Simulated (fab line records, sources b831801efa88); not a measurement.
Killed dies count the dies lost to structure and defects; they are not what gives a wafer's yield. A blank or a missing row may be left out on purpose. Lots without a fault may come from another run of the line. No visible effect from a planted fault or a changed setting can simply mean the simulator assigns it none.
fab line records | flow sfq-line
record lots=13 | wafers=37 | last-day=75
route steps=325 shown INCOMING@1 L0V@26 I0@44 M3@128
lots that met no fault: taken from a fault-free run of the same line
start-h: hours from the record's opening day to when the first of the lot's shown wafers began | wait-h: hours elapsed since this lot's preceding step | " repeats the value in the row above | L1.1+2: a single row standing in for several wafers | - value missing, or start not given | * or withheld: withheld | < > ~ a bound
route shown NAME@n: NAME is a module with steps in the file, n the number in the route of the first one | usual: mean/standard deviation taken from wafers without a fault | same: alike in all rows | chamber/n: place in a boat | sites: each site's reading | _std_site: their standard deviation | _edge_site: inner sites' mean taken away from outer sites' mean | radius-mm: how far each site lies from the wafer's centre | mask NAME#n: copy n | behind: the tool/chamber that last shaped the wafer | hold: what put the lot on hold/how long, in hours/how the hold closed | device: names the non-switching transistor (n, p or np) | end of line: the same wafers' tests at the end of the route | a step without rows: its recipe alone | killed: count of dies lost to structure and defects at first sort (not the wafer's yield) | map: the dies of a wafer, with x for killed, . for not killed, _ for no die there
set.NAME: the setting that was run; set.NAME@STEP: the one run at that earlier step | model.NAME: the simulator's own value behind a step, which no gauge read
steps of the route over a sample of lots; a table a step, a row a wafer
services: from which hour (start-h, from the record's first day; less than 0 if before it) a tool's chamber was out of use, for how many hours, and why
## steps
# step SFQ_INCOMING_BOW_MEAS_900
# recipe mode=bow
# usual INCOMING_BOW=-1/5.4
lot.wafer | tool          | chamber | start-h | wait-h | INCOMING_BOW[um]
L677.4    | film-metro-04 | -       | 15.06   | -      | -6
L677.5    | "             | -       | "       | "      | -5
L677.6    | "             | -       | "       | "      | -14
L679.1    | film-metro-02 | -       | 25.00   | -      | 1
L679.3    | "             | -       | "       | "      | -5
L679.6    | "             | -       | "       | "      | -3
L680.1    | film-metro-02 | -       | 30.00   | -      | -9
L680.2    | "             | -       | "       | "      | 0
L680.5    | "             | -       | "       | "      | 7
L681.2    | film-metro-04 | -       | 35.02   | -      | 11
L681.4    | "             | -       | "       | "      | 6
L681.5    | "             | -       | "       | "      | -1
L682.2    | film-metro-04 | -       | 40.02   | -      | -7
L682.3    | "             | -       | "       | "      | 2
L682.5    | "             | -       | "       | "      | 1
L683.3    | film-metro-04 | -       | 45.04   | -      | 3
L683.4    | "             | -       | "       | "      | 0
L683.5    | "             | -       | "       | "      | 0
L684.1    | film-metro-02 | -       | 50.00   | -      | 0
L684.2    | "             | -       | "       | "      | -5
L684.3    | "             | -       | "       | "      | -5
L685.1    | film-metro-02 | -       | 55.00   | -      | 0
L685.3    | "             | -       | "       | "      | -1
L685.6    | "             | -       | "       | "      | -5
L687.1    | film-metro-01 | -       | 65.00   | -      | 7
L687.4    | "             | -       | "       | "      | -1
L687.5    | "             | -       | "       | "      | -10
L693.1    | film-metro-02 | -       | 95.00   | -      | -3
L693.3    | "             | -       | "       | "      | -2
L693.5    | "             | -       | "       | "      | -4
L695.2    | film-metro-01 | -       | 105.02  | -      | -10
L695.3    | "             | -       | "       | "      | -6
L695.4    | "             | -       | "       | "      | 7
L696.1    | film-metro-02 | -       | 110.00  | -      | 11
L696.3    | "             | -       | "       | "      | 2
L696.6    | "             | -       | "       | "      | -3
L698.5    | film-metro-01 | -       | 120.08  | -      | -1
# step SFQ_TRILAYER_L0_VIA_STRIP_STRIP_017
# recipe gas=O2 | power-w=200 | platen-temp-c=40 | overash-fraction=0.65 | chemistry=O2 | pressure-mtorr=50
# usual chamber-pressure-mTorr=50.01/0.049 | drypump-motor-current-A=5.89/0.18 | oes-product-au=0.997/0.0081
# same overash-fraction=0.65
lot.wafer | tool         | chamber | start-h | wait-h | chamber-pressure-mTorr | drypump-motor-current-A | oes-product-au | rf-hours-counter-h
L677.4    | rie-metal-01 | 0       | 100.39  | -      | 50.09                  | 5.77                    | 0.993          | -
L677.5    | "            | 0       | "       | "      | 49.94                  | 5.78                    | 0.991          | -
L677.6    | "            | 0       | "       | "      | 49.99                  | 5.78                    | 0.997          | -
L679.1    | rie-metal-03 | 1       | 111.79  | -      | 50.02                  | 5.94                    | 0.994          | 104
L679.3    | "            | 1       | "       | "      | 50.04                  | 5.96                    | 0.992          | -
L679.6    | "            | 1       | "       | "      | 49.93                  | 5.94                    | 1.002          | -
L680.1    | rie-metal-03 | 0       | 117.79  | -      | 49.94                  | 5.83                    | 1.001          | 54
L680.2    | "            | 1       | "       | "      | 49.89                  | 5.96                    | 0.998          | 105
L680.5    | "            | 1       | "       | "      | 50.01                  | 5.97                    | 0.995          | -
L681.2    | rie-metal-01 | 1       | 128.20  | -      | 49.88                  | 5.81                    | 0.978          | 4
L681.4    | "            | 0       | "       | "      | 50.00                  | 5.75                    | 1.002          | -
L681.5    | "            | 0       | "       | "      | 50.00                  | 5.75                    | 1.014          | -
L682.2    | rie-metal-01 | 0       | 139.14  | -      | 49.98                  | 5.76                    | 1.001          | 38
L682.3    | "            | 0       | "       | "      | 50.14                  | 5.75                    | 1.006          | -
L682.5    | "            | 1       | "       | "      | 50.02                  | 5.87                    | 0.988          | -
L683.3    | rie-metal-02 | 1       | 146.74  | -      | 49.99                  | 6.21                    | 0.995          | -
L683.4    | "            | 1       | "       | "      | 50.05                  | 6.22                    | 1.006          | -
L683.5    | "            | 1       | "       | "      | 50.01                  | 6.22                    | 1.003          | -
L684.1    | rie-metal-01 | 1       | 148.74  | -      | 50.01                  | 5.84                    | 0.979          | 8
L684.2    | "            | 0       | "       | "      | 50.00                  | 5.78                    | 1.006          | 40
L684.3    | "            | 1       | "       | "      | 49.98                  | 5.84                    | 0.976          | -
L685.1    | rie-metal-01 | 0       | 161.16  | -      | 50.04                  | 5.77                    | 0.990          | 42
L685.3    | "            | 0       | "       | "      | 50.00                  | 5.77                    | 0.995          | -
L685.6    | "            | 1       | "       | "      | 50.03                  | 5.84                    | 0.986          | -
L687.1    | rie-metal-03 | 0       | 173.16  | -      | 49.94                  | 5.88                    | 1.001          | 64
L687.4    | "            | 0       | "       | "      | 50.03                  | 5.85                    | 0.995          | -
L687.5    | "            | 0       | "       | "      | 50.01                  | 5.85                    | 0.997          | -
L693.1    | rie-metal-02 | 1       | 210.28  | -      | 50.00                  | 6.23                    | 1.003          | 173
L693.3    | "            | 1       | "       | "      | 49.99                  | 6.28                    | 1.006          | -
L693.5    | "            | 0       | "       | "      | 50.00                  | 5.61                    | 0.993          | -
L695.2    | rie-metal-02 | 0       | 222.38  | -      | 50.05                  | 5.61                    | 0.991          | 11
L695.3    | "            | 1       | "       | "      | 50.03                  | 6.28                    | 0.996          | -
L695.4    | "            | 0       | "       | "      | 50.00                  | 5.60                    | 0.993          | -
L696.1    | rie-metal-03 | 0       | 228.46  | -      | 50.06                  | 5.84                    | 0.994          | 76
L696.3    | "            | 0       | "       | "      | 49.98                  | 5.84                    | 1.001          | -
L696.6    | "            | 0       | "       | "      | 50.05                  | 5.86                    | 0.993          | -
L698.5    | rie-metal-01 | 0       | 239.66  | -      | 50.07                  | 5.75                    | 0.994          | -
# step SFQ_TRILAYER_I0_CMP_CMP_028
# recipe material=SiO2 | down-force-psi=3 | platen-rpm=60 | pad-velocity-m-s=0.94248
# usual head-pressure-psi=3.000/0.0066 | motor-current-A=10.6/1.1 | platen-rpm=60.00/0.046 | time-to-endpoint-s=216/6.8
lot.wafer | tool   | chamber | start-h | wait-h | head-pressure-psi | motor-current-A | platen-rpm | time-to-endpoint-s
L677.4    | cmp-01 | 1       | 162.03  | 10.1   | 2.999             | 9.9             | 59.98      | 214
L677.5    | "      | 0       | 163.53  | 11.6   | 3.005             | 11.2            | 59.92      | 222
L677.6    | "      | 1       | "       | "      | 3.008             | 10.0            | 59.97      | 218
L679.3    | cmp-01 | 3       | 174.03  | 9.1    | 3.000             | 12.9            | 60.03      | 221
L679.1    | "      | 0       | "       | "      | 2.991             | 10.7            | 60.01      | 231
L679.6    | "      | 3       | 176.03  | 11.0   | 3.005             | 12.6            | 60.00      | 232
L680.2    | cmp-02 | 3       | 175.53  | 7.0    | 2.996             | 9.1             | 60.00      | 217
L680.1    | "      | 1       | 176.53  | 8.0    | 3.002             | 10.5            | 60.03      | 218
L680.5    | "      | 0       | 178.03  | 9.4    | 2.999             | 11.5            | 59.97      | 223
L681.2    | cmp-02 | 0       | 181.53  | 1.9    | 2.995             | 11.0            | 59.95      | 215
L681.4    | "      | 1       | "       | "      | 2.999             | 10.4            | 59.99      | 217
L681.5    | "      | 0       | 183.53  | 3.9    | 3.000             | 10.8            | 60.00      | 218
L682.3    | cmp-01 | 3       | 191.35  | 1.1    | 3.000             | 12.5            | 59.99      | 214
L682.2    | "      | 1       | 192.35  | 2.1    | 3.001             | 10.0            | 60.05      | 214
L682.5    | "      | 2       | "       | "      | 3.005             | 9.7             | 60.03      | 214
L683.4    | cmp-01 | 0       | 197.14  | 0.0    | 3.004             | 10.7            | 59.96      | 222
L683.3    | "      | 3       | 198.64  | 1.5    | 2.995             | 12.7            | 59.98      | 220
L683.5    | "      | 0       | "       | "      | 3.008             | 10.5            | 59.89      | 219
L684.3    | cmp-02 | 1       | 198.24  | 0.0    | 2.992             | 10.4            | 60.01      | 216
L684.1    | "      | 2       | "       | "      | 2.999             | 10.7            | 60.06      | 209
L684.2    | "      | 3       | "       | "      | 2.997             | 9.0             | 60.00      | 207
L685.1    | cmp-02 | 1       | 218.34  | 5.8    | 2.999             | 10.3            | 60.01      | 212
L685.3    | "      | 3       | 219.34  | 6.8    | 2.994             | 9.4             | 60.08      | 209
L685.6    | "      | 0       | "       | "      | 3.002             | 11.0            | 60.02      | 223
L687.1    | cmp-01 | 0       | 236.75  | 7.4    | 3.006             | 10.6            | 59.94      | 221
L687.4    | "      | 2       | 237.75  | 8.3    | 3.009             | 9.2             | 60.06      | 213
L687.5    | "      | 0       | 238.75  | 9.3    | 3.005             | 11.4            | 59.92      | 219
L693.3    | cmp-02 | 1       | 270.77  | 2.9    | 2.998             | 9.9             | 60.03      | 206
L693.1    | "      | 2       | "       | "      | 3.012             | 10.4            | 60.03      | 214
L693.5    | "      | 0       | 272.27  | 4.4    | 3.003             | 11.3            | 59.95      | 226
L695.2    | cmp-01 | 1       | 282.69  | 2.8    | 3.001             | 10.0            | 60.09      | 117
L695.4    | "      | 2       | "       | "      | 2.994             | 8.9             | 59.99      | 230
L695.3    | "      | 0       | 284.19  | 4.3    | 3.003             | 11.0            | 59.96      | 218
L696.1    | cmp-02 | 1       | 291.27  | 5.4    | 3.000             | 10.4            | 59.97      | 221
L696.3    | "      | 2       | "       | "      | 3.001             | 11.2            | 60.00      | 226
L696.6    | "      | 1       | 293.27  | 7.4    | 3.010             | 10.3            | 59.99      | 238
L698.5    | cmp-01 | 3       | 305.69  | 5.1    | 2.997             | 12.4            | 60.04      | 220
# step SFQ_M3_OVL_MEAS_921
# usual M3_OVL=-1/6.6
lot.wafer | tool       | chamber | start-h | wait-h | M3_OVL[nm]
L677.4    | overlay-02 | -       | 666.03  | 0.1    | -5
L677.5    | "          | -       | "       | "      | -1
L677.6    | "          | -       | "       | "      | -3
L679.1    | overlay-01 | -       | 686.21  | 0.1    | -7
L679.3    | "          | -       | "       | "      | -4
L679.6    | "          | -       | "       | "      | -6
L680.1    | overlay-01 | -       | 691.01  | 0.1    | -15
L680.2    | "          | -       | "       | "      | -1
L680.5    | "          | -       | "       | "      | -14
L681.2    | overlay-01 | -       | 699.42  | 0.1    | 6
L681.4    | "          | -       | "       | "      | 4
L681.5    | "          | -       | "       | "      | 3
L682.2    | overlay-01 | -       | 707.37  | 0.1    | 9
L682.3    | "          | -       | "       | "      | -1
L682.5    | "          | -       | "       | "      | 2
L683.3    | overlay-01 | -       | 712.18  | 0.1    | 2
L683.4    | "          | -       | "       | "      | 10
L683.5    | "          | -       | "       | "      | -1
L684.1    | overlay-01 | -       | 714.56  | 0.1    | 10
L684.2    | "          | -       | "       | "      | -1
L684.3    | "          | -       | "       | "      | 13
L685.1    | overlay-01 | -       | 737.32  | 0.1    | -5
L685.3    | "          | -       | "       | "      | -14
L685.6    | "          | -       | "       | "      | -13
L687.1    | overlay-02 | -       | 780.53  | 0.1    | -2
L687.4    | "          | -       | "       | "      | 3
L687.5    | "          | -       | "       | "      | 2
L693.1    | overlay-02 | -       | 837.03  | 0.1    | -5
L693.3    | "          | -       | "       | "      | 3
L693.5    | "          | -       | "       | "      | -1
L695.2    | overlay-01 | -       | 854.84  | 0.1    | 10
L695.3    | "          | -       | "       | "      | 2
L695.4    | "          | -       | "       | "      | 5
L696.1    | overlay-01 | -       | 864.43  | 0.1    | -5
L696.3    | "          | -       | "       | "      | -8
L696.6    | "          | -       | "       | "      | -1
L698.5    | overlay-02 | -       | 893.48  | 0.0    | 3
## services
tool         | chamber | start-h | hours | kind
cmp-02       | -       | 84.48   | 1.0   | repair
rie-metal-01 | 1       | 87.62   | -     | clean
rie-metal-01 | 1       | 87.62   | 15.7  | scheduled-down
rie-metal-01 | 1       | 87.62   | 15.7  | vent-cycle
cmp-01       | -       | 109.39  | 7.1   | pm
rie-metal-02 | -       | 110.28  | 2.8   | pm
cmp-02       | -       | 110.76  | 1.0   | repair
rie-metal-02 | -       | 115.61  | 0.8   | repair
rie-metal-03 | -       | 119.00  | 0.2   | repair
rie-metal-02 | 0       | 128.74  | -     | clean
rie-metal-02 | 0       | 128.74  | 25.3  | scheduled-down
rie-metal-02 | 0       | 128.74  | 25.3  | vent-cycle
cmp-02       | -       | 185.28  | 4.0   | repair
cmp-02       | -       | 186.17  | 0.5   | repair
cmp-01       | -       | 210.80  | 16.4  | pm
rie-metal-03 | -       | 211.18  | 1.1   | repair
rie-metal-03 | 1       | 216.37  | 18.4  | repair
cmp-02       | -       | 235.84  | 4.0   | pm
cmp-02       | -       | 239.84  | -     | consumable-replace:conditioner
cmp-02       | -       | 239.84  | -     | consumable-replace:pad
cmp-02       | -       | 261.07  | 5.7   | pm
cmp-01       | -       | 272.20  | 4.5   | repair
cmp-02       | -       | 280.67  | 1.0   | repair
rie-metal-02 | 1       | 304.53  | -     | clean
## key
first-sign step=SFQ_TRILAYER_I0_CMP_CMP_028 | reading=time-to-endpoint-s | direction=down | sigmas=15 | usual=* | struck=*
effect none on later readings
met-at SFQ_TRILAYER_I0_CMP_CMP_028
struck-lots L695
struck-wafers L695.2
not-acting-at SFQ_INCOMING_BOW_MEAS_900,SFQ_TRILAYER_L0_VIA_STRIP_STRIP_017,SFQ_M3_OVL_MEAS_921
onset-between 191.35 282.69
fault kind=process-parameter-drift | tool=cmp-01 | chamber=1 | onset-h=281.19 | steps=SFQ_TRILAYER_I0_CMP_CMP_028 | channel=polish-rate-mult | offset=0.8 | shape=step | end-h=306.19
